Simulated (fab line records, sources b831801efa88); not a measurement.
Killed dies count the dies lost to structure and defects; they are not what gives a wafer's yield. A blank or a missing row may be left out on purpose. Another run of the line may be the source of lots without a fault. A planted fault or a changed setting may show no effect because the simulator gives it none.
Matching of chambers + flow gf180mcu + pecvd-01 running GF_SAB_CVD_00: 3 sister chambers
The step deposits SiO2 from TEOS, target thk 50 nm, time 4.9302 s. 6 wafers are shown with their chamber, then 7 later ones without.

WAFERS PAIRED WITH THEIR CHAMBERS
| wafer  | chamber | heaterPowerW (W) |
|--------|---------|------------------|
| L484.3 | 1       | 561              |
| L484.4 | 2       | 684              |
| L486.4 | 1       | 510              |
| L486.6 | 2       | 715              |
| L487.1 | 0       | 602              |
| L487.4 | 0       | 602              |

WAFERS WHOSE CHAMBER IS MISSING
| wafer  | heaterPowerW (W) |
|--------|------------------|
| L487.6 | 715              |
| L488.4 | 685              |
| L488.5 | 610              |
| L488.6 | 561              |
| L491.1 | 530              |
| L491.4 | 523              |
| L491.5 | 520              |

EACH ONE'S CHAMBER
| wafer  | from the rows above     | in truth                   |
|--------|-------------------------|----------------------------|
| L487.6 | 2                       | 2                          |
| L488.4 | 2                       | 2                          |
| L488.5 | 0                       | 0                          |
| L488.6 | can't be placed: 1 or 0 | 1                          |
| L491.1 | 1                       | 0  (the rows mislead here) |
| L491.4 | 1                       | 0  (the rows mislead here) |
| L491.5 | 1                       | 1                          |
Correct placement for 4 of the 7. Can't be placed from these rows: 1 (the true chamber is among the candidates in 1). 2 placed wrongly.
How it was worked out, from the rows above alone: a wafer's distance from a chamber is the root of the sum, over the readings, of the square of ((its reading less the chamber's mean) divided by the reading's scatter). If the next closest chamber is less than 2 further off than the closest, the wafer can't be placed; otherwise it belongs to the closest. A chamber's mean is the mean of its shown wafers. The scatter: take each reading less its chamber's mean, square it, sum over the shown wafers, divide by the number of wafers less the number of chambers, and take the root.
